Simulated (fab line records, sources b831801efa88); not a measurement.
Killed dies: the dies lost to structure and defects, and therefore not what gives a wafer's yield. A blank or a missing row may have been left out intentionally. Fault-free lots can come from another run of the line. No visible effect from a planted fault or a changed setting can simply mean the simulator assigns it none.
fab line records | flow sky130
record: lots: 10 | wafers: 30 | last-day: 49
route steps=708 shown LDD_N@253 LDD_P@265 LDD_LDN@296 SD_N@351
lots that met no fault: taken from a fault-free run of the same line
start-h: hours from the record's opening day to when the first of the lot's shown wafers began | wait-h: hours elapsed since this lot's preceding step | " repeats the value in the row above | L1.1+2: one row covering several wafers at once | - no value, or no start was given | * or withheld: withheld | < > ~ a bound
route shown NAME@n: NAME is a module with steps in the file, n the number in the route of the first one | usual: mean/standard deviation taken from wafers without a fault | same: alike in all rows | chamber/n: place in a boat | sites: each site's reading | _std_site: standard deviation across them | _edge_site: outer sites' mean less inner sites' | radius-mm: how far each site lies from the wafer's centre | mask NAME#n: copy n | behind: the most recent tool/chamber to have shaped the wafer | hold: why the lot was held/for how many hours/how that ended | device: the n, p or np transistor that did not switch | end of line: the tests these same wafers got at the end of their route | for a step that has no rows: nothing shown but its recipe | killed: not the wafer's yield, but the dies lost to structure and defects at the first sort | map: per-die view of a wafer (x killed, . not killed, _ where there is no die)
set.NAME: the setting as run; set.NAME@STEP: as run at that earlier step | model.NAME: the simulator's own value behind a step, which no gauge read
a sample of lots followed through the steps of the route, with each step as a table and each wafer as a row
services: from which hour (start-h, from the record's first day; less than 0 if before it) a tool's chamber was out of use, for how many hours, and why
== steps ==
step: SKY_LDD_N_STRIP_16
recipe: chemistry: O2/N2 | power-w: 1400 | pressure-mtorr: 1500 | platen-temp-c: withheld | o2-flow-sccm: 3000 | n2-flow-sccm: 300 | overash-fraction: 0.5
usual: drypump-motor-current-A: 5.25/0.29 | n2-flow-sccm: 300.1/0.88 | oes-product-au: 0.406/0.0046 | strip-time-to-endpoint-s: 4.312/0.015
lot.wafer | tool            | chamber | start-h | wait-h | drypump-motor-current-A | n2-flow-sccm | oes-product-au | rf-hours-counter-h | strip-time-to-endpoint-s
L867.2    | plasma-asher-04 | 1       | 410.50  | 0.1    | 5.21                    | 300.6        | 0.411          | 52                 | 4.324
L867.3    | "               | 1       | "       | "      | 5.23                    | 299.0        | 0.413          | -                  | 4.329
L867.6    | "               | 0       | "       | "      | 5.14                    | 299.6        | 0.413          | -                  | 4.326
L869.1    | plasma-asher-02 | 0       | 423.94  | 0.1    | 5.57                    | 300.6        | 0.406          | 31                 | 4.310
L869.3    | "               | 0       | "       | "      | 5.56                    | 301.0        | 0.406          | -                  | 4.325
L869.4    | "               | 1       | "       | "      | 5.74                    | 299.3        | 0.410          | -                  | 4.314
L870.1    | plasma-asher-01 | 1       | 430.74  | 0.1    | 5.41                    | 299.7        | 0.411          | 0                  | 4.306
L870.2    | "               | 0       | "       | "      | 4.81                    | 300.5        | 0.412          | 0                  | 4.314
L870.6    | "               | 1       | "       | "      | 5.46                    | 300.7        | 0.406          | -                  | 4.299
L873.4    | plasma-asher-02 | 0       | 457.27  | 0.1    | 5.53                    | 300.1        | 0.411          | -                  | 4.335
L873.5    | "               | 0       | "       | "      | 5.53                    | 300.7        | 0.405          | -                  | 4.335
L873.6    | "               | 1       | "       | "      | 5.77                    | 300.0        | 0.409          | -                  | 4.327
L874.2    | plasma-asher-04 | 0       | 468.53  | 0.1    | 5.13                    | 301.7        | 0.400          | 57                 | 4.317
L874.3    | "               | 1       | "       | "      | 5.25                    | 301.2        | 0.401          | -                  | 4.312
L874.6    | "               | 0       | "       | "      | 5.13                    | 299.8        | 0.413          | -                  | 4.320
L876.1    | plasma-asher-01 | 0       | 488.43  | 0.1    | 4.82                    | 299.4        | 0.411          | 7                  | 4.306
L876.2    | "               | 1       | "       | "      | 5.45                    | 299.5        | 0.412          | 7                  | 4.310
L876.3    | "               | 0       | "       | "      | 4.83                    | 301.0        | 0.403          | -                  | 4.281
L879.2    | plasma-asher-04 | 0       | 509.98  | 0.1    | 5.12                    | 298.7        | 0.399          | 62                 | 4.346
L879.3    | "               | 1       | "       | "      | 5.26                    | 300.7        | 0.412          | -                  | 4.323
L879.6    | "               | 1       | "       | "      | 5.26                    | 299.8        | 0.405          | -                  | 4.329
L880.2    | plasma-asher-04 | 1       | 521.35  | 0.1    | 5.26                    | 301.5        | 0.412          | 63                 | 4.314
L880.4    | "               | 0       | "       | "      | 5.13                    | 299.2        | 0.412          | -                  | 4.311
L880.5    | "               | 0       | "       | "      | 5.09                    | 300.4        | 0.412          | -                  | 4.300
L885.1    | plasma-asher-01 | 1       | 564.66  | 0.1    | 5.44                    | 301.4        | 0.401          | 14                 | 4.305
L885.4    | "               | 0       | "       | "      | 4.81                    | 301.9        | 0.400          | -                  | 4.306
L885.6    | "               | 1       | "       | "      | 5.47                    | 301.3        | 0.400          | -                  | 4.313
L886.1    | plasma-asher-04 | 1       | 567.43  | 0.1    | 5.24                    | 299.4        | 0.402          | 67                 | 4.300
L886.5    | "               | 1       | "       | "      | 5.25                    | 300.5        | 0.404          | -                  | 4.298
L886.6    | "               | 0       | "       | "      | 5.11                    | 299.2        | 0.407          | -                  | 4.301
step: SKY_LDD_P_STRIP_10
recipe: chemistry: O2/N2 | power-w: 1400 | pressure-mtorr: 1500 | platen-temp-c: withheld | o2-flow-sccm: 3000 | n2-flow-sccm: 300 | overash-fraction: 0.5
usual: drypump-motor-current-A: 5.64/0.3 | n2-flow-sccm: 300.0/0.83 | oes-product-au: 0.716/0.0048 | strip-time-to-endpoint-s: 14.18/0.048
lot.wafer | tool            | chamber | start-h | wait-h | drypump-motor-current-A | n2-flow-sccm | oes-product-au | rf-hours-counter-h | strip-time-to-endpoint-s
L867.2    | plasma-asher-03 | 0       | 440.62  | 0.1    | 6.01                    | 300.9        | 0.725          | 74                 | 14.22
L867.3    | "               | 1       | "       | "      | 5.87                    | 298.9        | 0.713          | -                  | 14.24
L867.6    | "               | 0       | "       | "      | 5.99                    | 301.8        | 0.712          | -                  | 14.29
L869.1    | plasma-asher-03 | 1       | 454.37  | 0.1    | 5.86                    | 300.5        | 0.715          | 75                 | 14.11
L869.3    | "               | 0       | "       | "      | 5.98                    | 299.9        | 0.717          | -                  | 14.11
L869.4    | "               | 1       | "       | "      | 5.82                    | 300.1        | 0.720          | -                  | 14.16
L870.1    | plasma-asher-02 | 0       | 462.12  | 0.1    | 5.57                    | 299.6        | 0.713          | 35                 | 14.14
L870.2    | "               | 1       | "       | "      | 5.76                    | 299.0        | 0.707          | 35                 | 14.15
L870.6    | "               | 1       | "       | "      | 5.75                    | 299.9        | 0.717          | -                  | 14.16
L873.4    | plasma-asher-03 | 0       | 488.49  | 0.1    | 5.98                    | 300.1        | 0.718          | -                  | 14.26
L873.5    | "               | 1       | "       | "      | 5.88                    | 298.5        | 0.723          | -                  | 14.28
L873.6    | "               | 0       | "       | "      | 5.98                    | 298.8        | 0.720          | -                  | 14.23
L874.2    | plasma-asher-04 | 1       | 498.68  | 0.1    | 5.27                    | 299.7        | 0.718          | 61                 | 14.12
L874.3    | "               | 0       | "       | "      | 5.11                    | 300.4        | 0.718          | -                  | 14.15
L874.6    | "               | 1       | "       | "      | 5.24                    | 299.2        | 0.704          | -                  | 14.17
L876.1    | plasma-asher-04 | 0       | 519.32  | 0.1    | 5.13                    | 300.2        | 0.721          | 63                 | 14.11
L876.2    | "               | 1       | "       | "      | 5.26                    | 301.0        | 0.711          | 63                 | 14.10
L876.3    | "               | 1       | "       | "      | 5.24                    | 298.9        | 0.716          | -                  | 14.17
L879.2    | plasma-asher-02 | 0       | 539.97  | 0.1    | 5.57                    | 301.2        | 0.717          | 41                 | 14.13
L879.3    | "               | 0       | "       | "      | 5.56                    | 300.7        | 0.709          | -                  | 14.17
L879.6    | "               | 1       | "       | "      | 5.75                    | 299.6        | 0.711          | -                  | 14.14
L880.2    | plasma-asher-04 | 1       | 551.02  | 0.1    | 5.26                    | 300.4        | 0.714          | 66                 | 14.23
L880.4    | "               | 1       | "       | "      | 5.24                    | 301.5        | 0.713          | -                  | 14.25
L880.5    | "               | 1       | "       | "      | 5.27                    | 300.5        | 0.719          | -                  | 14.23
L885.1    | plasma-asher-03 | 0       | 593.53  | 0.1    | 6.00                    | 300.7        | 0.722          | 90                 | 14.21
L885.4    | "               | 1       | "       | "      | 5.86                    | 300.4        | 0.710          | -                  | 14.22
L885.6    | "               | 1       | "       | "      | 5.85                    | 299.6        | 0.714          | -                  | 14.22
L886.1    | plasma-asher-03 | 0       | 597.57  | 0.1    | 6.01                    | 299.5        | 0.716          | 91                 | 14.19
L886.5    | "               | 1       | "       | "      | 5.89                    | 300.3        | 0.714          | -                  | 14.22
L886.6    | "               | 0       | "       | "      | 5.98                    | 300.5        | 0.717          | -                  | 14.27
step: SKY_LDD_LDN_OVL_MEAS_07
usual: LDD_LDN_OVL: -0.3/1.2
lot.wafer | tool       | chamber | start-h | wait-h | LDD_LDN_OVL[nm]
L867.2    | overlay-01 | -       | 532.47  | 0.1    | -0.3
L867.3    | "          | -       | "       | "      | -1.1
L867.6    | "          | -       | "       | "      | 0.0
L869.1    | overlay-02 | -       | 545.57  | 0.1    | -3.8
L869.3    | "          | -       | "       | "      | -3.7
L869.4    | "          | -       | "       | "      | -2.4
L870.1    | overlay-01 | -       | 552.57  | 0.1    | 0.4
L870.2    | "          | -       | "       | "      | -0.4
L870.6    | "          | -       | "       | "      | 0.9
L873.4    | overlay-01 | -       | 577.98  | 0.1    | 0.7
L873.5    | "          | -       | "       | "      | 1.1
L873.6    | "          | -       | "       | "      | 0.0
L874.2    | overlay-01 | -       | 588.23  | 0.1    | -0.2
L874.3    | "          | -       | "       | "      | 0.3
L874.6    | "          | -       | "       | "      | -1.3
L876.1    | overlay-01 | -       | 606.90  | 0.1    | -1.9
L876.2    | "          | -       | "       | "      | -1.0
L876.3    | "          | -       | "       | "      | -1.4
L879.2    | overlay-02 | -       | 629.67  | 0.1    | -0.5
L879.3    | "          | -       | "       | "      | -1.3
L879.6    | "          | -       | "       | "      | -1.5
L880.2    | overlay-01 | -       | 640.27  | 0.1    | -0.8
L880.4    | "          | -       | "       | "      | 2.2
L880.5    | "          | -       | "       | "      | -0.2
L885.1    | overlay-02 | -       | 679.65  | 0.1    | -0.3
L885.4    | "          | -       | "       | "      | -0.6
L885.6    | "          | -       | "       | "      | 0.9
L886.1    | overlay-02 | -       | 682.91  | 0.1    | 1.1
L886.5    | "          | -       | "       | "      | 1.5
L886.6    | "          | -       | "       | "      | 1.4
step: SKY_SD_N_IMPLANT_09
recipe: species: As | energy-kev: 50 | dose-cm2: 4e+15 | tilt-deg: 0
usual: beam-energy-keV: 50.004/0.016
lot.wafer | tool         | chamber | start-h | wait-h | beam-energy-keV
L867.2    | implanter-01 | 0       | 652.49  | 0.0    | 50.009
L867.3    | "            | 0       | "       | "      | 49.986
L867.6    | "            | 0       | "       | "      | 49.988
L869.1    | implanter-02 | 0       | 665.73  | 0.0    | 49.982
L869.3    | "            | 0       | "       | "      | 50.004
L869.4    | "            | 0       | "       | "      | 49.980
L870.1    | implanter-01 | 0       | 671.37  | 0.0    | 50.057
L870.2    | "            | 0       | "       | "      | 50.013
L870.6    | "            | 0       | "       | "      | 50.001
L873.4    | implanter-04 | 0       | 696.54  | 0.1    | 50.010
L873.5    | "            | 0       | "       | "      | 49.998
L873.6    | "            | 0       | "       | "      | 49.994
L874.2    | implanter-04 | 0       | 705.79  | 0.0    | 49.999
L874.3    | "            | 0       | "       | "      | 50.016
L874.6    | "            | 0       | "       | "      | 50.009
L876.1    | implanter-02 | 0       | 722.58  | 0.0    | 49.991
L876.2    | "            | 0       | "       | "      | 49.981
L876.3    | "            | 0       | "       | "      | 49.991
L879.2    | implanter-04 | 0       | 747.09  | 0.0    | 50.014
L879.3    | "            | 0       | "       | "      | 50.017
L879.6    | "            | 0       | "       | "      | 50.024
L880.2    | implanter-01 | 0       | 755.05  | 0.0    | 50.006
L880.4    | "            | 0       | "       | "      | 50.004
L880.5    | "            | 0       | "       | "      | 49.985
L885.1    | implanter-01 | 0       | 792.90  | 0.0    | 52.492
L885.4    | "            | 0       | "       | "      | 52.520
L885.6    | "            | 0       | "       | "      | 52.506
L886.1    | implanter-01 | 0       | 795.27  | 0.0    | 52.472
L886.5    | "            | 0       | "       | "      | 52.496
L886.6    | "            | 0       | "       | "      | 52.504
step: SKY_SD_N_STRIP_11
recipe: chemistry: O2/N2 | power-w: 1400 | pressure-mtorr: 1500 | platen-temp-c: withheld | o2-flow-sccm: 3000 | n2-flow-sccm: 300 | overash-fraction: 0.5
usual: drypump-motor-current-A: 5.3/0.32 | n2-flow-sccm: 300.1/0.81 | oes-product-au: 0.527/0.0047 | strip-time-to-endpoint-s: 22.54/0.053
lot.wafer | tool            | chamber | start-h | wait-h | drypump-motor-current-A | n2-flow-sccm | oes-product-au | rf-hours-counter-h | strip-time-to-endpoint-s
L867.2    | plasma-asher-01 | 1       | 652.77  | 0.1    | 5.4                     | 299.5        | 0.530          | 24                 | 22.62
L867.3    | "               | 0       | "       | "      | 4.8                     | 300.3        | 0.527          | -                  | 22.60
L867.6    | "               | 0       | "       | "      | 4.8                     | 299.8        | 0.527          | -                  | 22.56
L869.1    | plasma-asher-01 | 1       | 666.03  | 0.1    | 5.4                     | 300.0        | 0.527          | 25                 | 22.47
L869.3    | "               | 1       | "       | "      | 5.4                     | 300.3        | 0.527          | -                  | 22.53
L869.4    | "               | 0       | "       | "      | 4.8                     | 301.0        | 0.524          | -                  | 22.49
L870.1    | plasma-asher-02 | 0       | 671.67  | 0.1    | 5.5                     | 302.0        | 0.527          | 55                 | 22.52
L870.2    | "               | 1       | "       | "      | 5.8                     | 300.1        | 0.525          | 55                 | 22.55
L870.6    | "               | 1       | "       | "      | 5.7                     | 298.6        | 0.521          | -                  | 22.51
L873.4    | plasma-asher-01 | 0       | 696.80  | 0.1    | 4.8                     | 300.9        | 0.531          | -                  | 22.50
L873.5    | "               | 0       | "       | "      | 4.8                     | 301.1        | 0.531          | -                  | 22.53
L873.6    | "               | 1       | "       | "      | 5.4                     | 301.1        | 0.523          | -                  | 22.48
L874.2    | plasma-asher-01 | 1       | 706.07  | 0.1    | 5.5                     | 301.0        | 0.528          | 30                 | 22.50
L874.3    | "               | 0       | "       | "      | 4.8                     | 299.9        | 0.521          | -                  | 22.50
L874.6    | "               | 0       | "       | "      | 4.8                     | 298.8        | 0.519          | -                  | 22.56
L876.1    | plasma-asher-01 | 1       | 722.88  | 0.1    | 5.4                     | 300.1        | 0.533          | 32                 | 22.58
L876.2    | "               | 0       | "       | "      | 4.8                     | 299.8        | 0.517          | 32                 | 22.61
L876.3    | "               | 0       | "       | "      | 4.8                     | 300.0        | 0.521          | -                  | 22.58
L879.2    | plasma-asher-01 | 0       | 747.36  | 0.1    | 4.8                     | 299.8        | 0.523          | 35                 | 22.53
L879.3    | "               | 1       | "       | "      | 5.4                     | 298.7        | 0.529          | -                  | 22.55
L879.6    | "               | 0       | "       | "      | 4.8                     | 299.8        | 0.521          | -                  | 22.51
L880.2    | plasma-asher-01 | 0       | 755.33  | 0.1    | 4.8                     | 296.9        | 0.520          | 36                 | 22.64
L880.4    | "               | 1       | "       | "      | 5.4                     | 299.7        | 0.520          | -                  | 22.63
L880.5    | "               | 0       | "       | "      | 4.8                     | 300.3        | 0.529          | -                  | 22.57
L885.1    | plasma-asher-04 | 1       | 793.20  | 0.1    | 5.3                     | 301.4        | 0.523          | 85                 | 22.99
L885.4    | "               | 0       | "       | "      | 5.1                     | 299.6        | 0.522          | -                  | 22.96
L885.6    | "               | 0       | "       | "      | 5.1                     | 299.9        | 0.520          | -                  | 23.01
L886.1    | plasma-asher-01 | 1       | 795.57  | 0.1    | 5.4                     | 301.7        | 0.526          | 40                 | 22.99
L886.5    | "               | 0       | "       | "      | 4.8                     | 299.1        | 0.526          | -                  | 22.97
L886.6    | "               | 1       | "       | "      | 5.4                     | 300.1        | 0.520          | -                  | 23.02
step: SKY_SD_N_RS_MEAS_16
recipe: thk-meas-gauge: four-point-probe
usual: SD_N_RS: 68.61/0.16
lot.wafer | tool          | chamber | start-h | wait-h | SD_N_RS[ohm/sq]
L867.2    | film-metro-01 | -       | 653.22  | 0.1    | 68.51
L867.3    | "             | -       | "       | "      | 68.78
L867.6    | "             | -       | "       | "      | 68.43
L869.1    | film-metro-03 | -       | 666.41  | 0.1    | 68.73
L869.3    | "             | -       | "       | "      | 68.67
L869.4    | "             | -       | "       | "      | 68.64
L870.1    | film-metro-01 | -       | 672.05  | 0.1    | 68.69
L870.2    | "             | -       | "       | "      | 68.65
L870.6    | "             | -       | "       | "      | 68.68
L873.4    | film-metro-01 | -       | 697.27  | 0.1    | 68.56
L873.5    | "             | -       | "       | "      | 68.65
L873.6    | "             | -       | "       | "      | 68.57
L874.2    | film-metro-03 | -       | 706.48  | 0.1    | 68.63
L874.3    | "             | -       | "       | "      | 68.76
L874.6    | "             | -       | "       | "      | 68.65
L876.1    | film-metro-01 | -       | 723.26  | 0.1    | 68.34
L876.2    | "             | -       | "       | "      | 68.52
L876.3    | "             | -       | "       | "      | 68.33
L879.2    | film-metro-02 | -       | 747.77  | 0.1    | 68.37
L879.3    | "             | -       | "       | "      | 68.19
L879.6    | "             | -       | "       | "      | 68.35
L880.2    | film-metro-02 | -       | 755.73  | 0.1    | 68.31
L880.4    | "             | -       | "       | "      | 68.38
L880.5    | "             | -       | "       | "      | 68.36
L885.1    | film-metro-01 | -       | 793.59  | 0.1    | 66.82
L885.4    | "             | -       | "       | "      | 66.87
L885.6    | "             | -       | "       | "      | 67.13
L886.1    | film-metro-03 | -       | 795.95  | 0.1    | 66.76
L886.5    | "             | -       | "       | "      | 67.12
L886.6    | "             | -       | "       | "      | 66.95
== services ==
tool            | chamber | start-h | hours | kind
implanter-01    | -       | 393.18  | 1.8   | repair
plasma-asher-01 | -       | 421.25  | 9.0   | pm
implanter-01    | -       | 433.59  | 1.1   | repair
plasma-asher-02 | -       | 437.29  | 2.0   | repair
plasma-asher-01 | -       | 448.93  | 1.8   | repair
plasma-asher-04 | -       | 454.71  | 6.5   | repair
plasma-asher-02 | -       | 467.49  | 22.7  | repair
implanter-01    | -       | 483.51  | 3.0   | repair
implanter-01    | -       | 496.03  | 2.8   | pm
plasma-asher-02 | -       | 498.23  | 4.5   | repair
implanter-01    | -       | 499.51  | 0.7   | repair
plasma-asher-01 | -       | 574.82  | 5.5   | repair
plasma-asher-04 | -       | 579.43  | 1.4   | repair
plasma-asher-02 | -       | 581.29  | 1.3   | repair
implanter-01    | -       | 603.43  | 6.5   | repair
plasma-asher-04 | -       | 615.75  | 1.4   | repair
plasma-asher-04 | -       | 627.91  | 2.8   | pm
plasma-asher-04 | -       | 634.81  | 35.2  | repair
plasma-asher-02 | -       | 683.55  | 4.7   | repair
plasma-asher-02 | -       | 685.46  | 1.5   | repair
plasma-asher-04 | -       | 723.89  | 4.9   | repair
plasma-asher-03 | -       | 733.75  | 9.0   | pm
plasma-asher-04 | -       | 744.11  | 8.0   | repair
plasma-asher-04 | -       | 770.23  | 3.6   | repair
== key ==
first-sign: step: SKY_SD_N_IMPLANT_09 | reading: beam-energy-keV | direction: up | sigmas: 99+ | usual: * | struck: *
effect: step: SKY_SD_N_STRIP_11 | reading: strip-time-to-endpoint-s | direction: up | sigmas: 8.4 | usual: * | struck: *
effect: step: SKY_SD_N_RS_MEAS_16 | reading: SD_N_RS | direction: down | sigmas: 10 | usual: 68.61 | struck: 66.94
met-at SKY_SD_N_IMPLANT_09
struck-lots L885,L886
tester-left-out L885,L886
not-acting-at SKY_LDD_N_STRIP_16,SKY_LDD_P_STRIP_10,SKY_LDD_LDN_OVL_MEAS_07
onset-between 755.05 792.90
fault: kind: process-parameter-drift | tool: implanter-01 | chamber: - | onset-h: 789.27 | steps: SKY_SD_N_IMPLANT_09 | channel: energy-kev | offset: * | shape: step | end-h: 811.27 | acts-in: * | stated: *
tester-left-out: of these lots the tester's yield and bins aren't shown, on N5 and GAA mostly nor the transistor test; their killed dies are dies lost to structure and defects alone, not to doping, threshold or leakage, so they don't give the yield
